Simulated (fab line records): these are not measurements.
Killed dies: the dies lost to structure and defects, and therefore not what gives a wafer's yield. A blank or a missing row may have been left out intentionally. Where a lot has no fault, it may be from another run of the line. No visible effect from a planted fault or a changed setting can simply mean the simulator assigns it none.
Chamber matching	flow sky130	rie_diel-01 running SKY_VIA1_ETCH_14: 4 sister chambers
The step etches BARC in N2/H2, stops on SiO2, time 45.9 s, target depth 60 nm. 4 wafers are shown with their chamber, then 12 later ones without.

## WAFERS PAIRED WITH THEIR CHAMBERS
wafer	chamber	drypump_motor_current_A (A)
L093.1	2	5.0
L093.3	1	6.1
L093.5	3	5.2
L093.6	0	5.9

## WAFERS WITHOUT THEIR CHAMBER
wafer	drypump_motor_current_A (A)
L094.1	6.1
L094.2	5.0
L094.3	5.3
L094.4	5.8
L094.5	5.8
L094.6	6.1
L095.1	5.3
L095.3	5.0
L095.5	6.1
L096.1	5.8
L096.3	5.1
L096.4	6.2

## WHICH CHAMBER EACH WENT THROUGH
wafer	from the rows above	in truth
L094.1	1	1
L094.2	2	2
L094.3	3	3
L094.4	0	0
L094.5	0	0
L094.6	1	1
L095.1	3	3
L095.3	2	2
L095.5	1	1
L096.1	0	0
L096.3	can't be placed: 2 or 3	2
L096.4	1	1
11 of 12 placed correctly. Cannot be placed on the basis of these rows: 1; the candidates contain the true chamber in 1. 0 placed wrongly.
How it was worked out, from the rows above alone: a wafer's distance from a chamber is the root of the sum, over the readings, of the square of ((its reading less the chamber's mean) divided by the reading's scatter). If the next closest chamber is less than 2 further off than the closest, the wafer can't be placed; otherwise it belongs to the closest. The mean given for a chamber averages the wafers shown for that chamber. The scatter: root of mean squared gap, hidden wafer to nearest shown wafer, with one shown wafer a chamber.
